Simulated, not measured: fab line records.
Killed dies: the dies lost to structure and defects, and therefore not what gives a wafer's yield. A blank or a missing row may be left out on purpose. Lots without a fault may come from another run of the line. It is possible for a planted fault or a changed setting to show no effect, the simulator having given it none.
Which of the tools did it?    flow gf180mcu    14 lots with 42 wafers sampled at 2 steps, on a route of 602 steps

## WHAT THE GAUGES READ, wafer by wafer
GF_SAB_CD_MEAS_09 targets a cd of 420 nm. Usual: 420.4 nm for cd-nm, sd 2.4.
lot   measured      on         cd-nm (nm)         flag
L670  day 15 07:17  cd-sem-02  417.1 416.6 416.4  
L671  day 16 04:13  cd-sem-02  421.3 424.0 420.8  
L674  day 17 05:41  cd-sem-02  417.3 417.9 417.2  
L676  day 18 01:29  cd-sem-02  420.2 422.7 421.1  
L677  day 18 22:45  cd-sem-01  422.6 422.6 423.0  
L678  day 18 23:03  cd-sem-02  417.7 416.9 418.2  
L680  day 19 02:22  cd-sem-02  418.8 420.9 418.7  
L685  day 21 01:49  cd-sem-02  424.9 425.7 425.2  
L688  day 22 07:12  cd-sem-02  419.3 418.9 422.5  
L689  day 22 12:07  cd-sem-01  416.5 417.2 417.9  
L690  day 22 17:53  cd-sem-02  423.0 422.1 424.2  
L691  day 23 05:27  cd-sem-02  421.7 421.8 423.0  
L692  day 23 10:28  cd-sem-02  420.4 423.2 421.3  
L693  day 23 17:28  cd-sem-02  423.6 421.3 421.4  

## TOOL THAT RAN EACH LOT (tool first, then ch and the chambers of the sampled wafers, then the start)
lot   GF_DUAL_GATE_OXIDATION_02
L670  furnace-01 ch 0, day 7 16:38
L671  furnace-01 ch 0, day 8 07:07
L674  furnace-01 ch 0, day 9 02:02
L676  furnace-02 ch 0, day 9 18:34
L677  furnace-02 ch 0, day 10 05:07
L678  furnace-02 ch 0, day 10 05:07
L680  furnace-01 ch 0, day 10 09:04
L685  furnace-01 ch 0, day 11 21:11
L688  furnace-02 ch 0, day 12 23:37
L689  furnace-02 ch 0, day 13 04:10
L690  furnace-01 ch 0, day 13 12:52
L691  furnace-01 ch 0, day 13 20:45
L692  furnace-02 ch 0, day 14 01:45
L693  furnace-01 ch 0, day 14 11:08
- GF_DUAL_GATE_OXIDATION_02: stabilise 600 s, purge 300 s, target thk 10.887 nm.

## AS READ BY THE TOOLS THEMSELVES (means over the sampled wafers that have a number; for cases with no such wafer, the mark the record gives instead)
GF_DUAL_GATE_OXIDATION_02. Usual: spike-tc-centre-C 900.7 C, standard deviation 0.97; spike-tc-lower-C 901.5 C, standard deviation 1.2; spike-tc-top-C 907.8 C, standard deviation 1.1; tube-center-temp-C 899.99 C, standard deviation 0.085; tube_center_temp_C_max 902.3, standard deviation 0.36; zone-power-bottom-pct 25.4 %, standard deviation 0.59.
lot   tool        spike-tc-centre-C (C)  spike-tc-lower-C (C)  spike-tc-top-C (C)  tube-center-temp-C (C)  tube_center_temp_C_max  zone-power-bottom-pct (%)  flag
L670  furnace-01  900.1                  900.9                 908.4               899.92                  901.8                   25.0                       
L671  furnace-01  900.8                  898.8                 907.8               899.95                  902.1                   25.0                       
L674  furnace-01  900.3                  901.6                 908.5               900.03                  902.4                   24.7                       
L676  furnace-02  896.9                  898.9                 904.2               896.40                  898.5                   26.1                       OFF
L677  furnace-02  897.9                  897.7                 904.9               896.42                  899.2                   25.7                       OFF
L678  furnace-02  896.9                  898.6                 903.7               896.36                  899.4                   26.2                       OFF
L680  furnace-01  900.3                  902.1                 908.8               899.96                  902.1                   24.7                       
L685  furnace-01  900.3                  900.3                 908.1               900.01                  902.1                   25.0                       
L688  furnace-02  900.8                  901.1                 908.0               899.94                  902.4                   26.3                       
L689  furnace-02  900.2                  902.3                 909.6               900.01                  902.1                   25.7                       
L690  furnace-01  901.1                  900.6                 907.2               900.00                  902.5                   25.0                       
L691  furnace-01  901.3                  900.5                 907.8               899.99                  902.4                   24.8                       
L692  furnace-02  901.3                  901.7                 907.7               899.96                  902.6                   25.8                       
L693  furnace-01  900.4                  900.0                 908.7               900.07                  902.3                   25.0                       

## THE ANSWER, worked out from the rows above alone
Rule: a lot counts as off when the mean over its wafers that have a number is more than 3 standard deviations away from the usual mean. A lot without any number at a reading at which 4 lots or more have one is off too. Where the step has rows for the other lots, those lots are counted as sound. After the gauges, taken in route order, come the tools' own readings; for these a lot's mean is taken, as printed above. The first step at which some lot is off is used, and at that step the reading that is off furthest; a lot without a number counts as furthest.
Off at GF_DUAL_GATE_OXIDATION_02 (tube-center-temp-C): L676, L677, L678.
A tool fits if, at that step or a process step before it, it ran every lot that is off, and no sound lot after the first of them. No candidate that was tried fits.

## WHAT THE SIMULATOR PUT IN
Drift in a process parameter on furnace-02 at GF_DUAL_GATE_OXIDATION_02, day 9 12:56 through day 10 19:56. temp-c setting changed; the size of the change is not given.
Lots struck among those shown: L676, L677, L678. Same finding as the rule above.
